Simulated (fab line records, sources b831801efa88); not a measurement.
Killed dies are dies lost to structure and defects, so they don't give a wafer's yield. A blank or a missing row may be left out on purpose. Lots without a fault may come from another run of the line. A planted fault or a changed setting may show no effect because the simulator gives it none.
One fault seen from 2 desks | flow gf180mcu | each desk has only its own numbers; what lay behind them comes last

THE TOOL OWNER'S DESK: rie_si-02
The tool's own readings at GF_STI_ETCH_14 (etches Si in HBr/Cl2/O2, target depth 360 nm, time 102.9 s): means of the sampled wafers that have a number, for each lot that ran on this tool. A lot is out of limits, marked OUT, if its mean lies more than 4 standard deviations from the usual mean; the brackets give that distance.
Columns: A = chamber_pressure_mTorr at GF_STI_ETCH_14, usual 14.998 mTorr; B = drypump_motor_current_A at GF_STI_ETCH_14, usual 5.8 A; C = oes_product_au at GF_STI_ETCH_14, usual 0.994 a.u.; D = throttle_valve_pct at GF_STI_ETCH_14, usual 25.660 %
lot  | first seen here | A      | B   | C                | D
L815 | day 2 11:57     | 14.985 | 5.4 | 0.995            | 25.651
L817 | day 2 23:00     | 15.006 | 5.7 | 0.998            | 25.667
L818 | day 3 03:48     | 14.993 | 5.8 | 1.002            | 25.657
L826 | day 4 21:05     | 15.005 | 5.8 | 1.061 (+7.3) OUT | 25.609 (-4.7) OUT
L827 | day 5 02:20     | 14.985 | 6.1 | 1.101 (+12) OUT  | 25.592 (-6.2) OUT
This desk's finding: out of limits on L826, L827; first on L826, day 4 21:05 (oes_product_au at GF_STI_ETCH_14). In limits: L815, L817, L818.

THE METROLOGY DESK
What the gauges read, lot by lot, whatever tool the lot ran on: means of the sampled wafers that have a number. A lot is out of limits, marked OUT, if its mean lies more than 4 standard deviations from the usual mean; the brackets give that distance.
Columns: A = VT_IMPLANT_01_OVL at GF_VT_IMPLANT_OVL_MEAS_18, usual -1.0 nm
lot  | first seen here | A
L813 | day 6 08:15     | -1.3
L814 | day 6 13:33     | 0.6
L815 | day 6 18:19     | -1.1
L816 | day 7 02:18     | -1.8
L817 | day 7 10:55     | -2.3
L818 | day 7 15:41     | -1.0
L826 | day 9 18:54     | -0.0
L827 | day 10 00:37    | -2.0
L828 | day 10 07:21    | 1.2
L829 | day 10 13:21    | -0.6
L836 | day 12 09:46    | -1.3
This desk's finding: nothing out of limits on any of the 11 lots.

PUT TOGETHER
The tool owner's desk could have raised an alarm at day 4 21:05, on L826, L827.
The metrology desk saw nothing out of limits.
The metrology desk has L826, L827 on record, within its limits.
Of the lots named, all ran GF_STI_ETCH_14 on rie_si-02.

WHAT THE SIMULATOR HAD PUT IN
Process parameter drift: rie_si-02, from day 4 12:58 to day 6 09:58, at GF_STI_ETCH_14. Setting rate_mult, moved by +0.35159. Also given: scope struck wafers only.
Lots struck among those shown: L826, L827.
Hours from the fault's start to each desk's first reading out of limits: the tool owner's desk, 8.
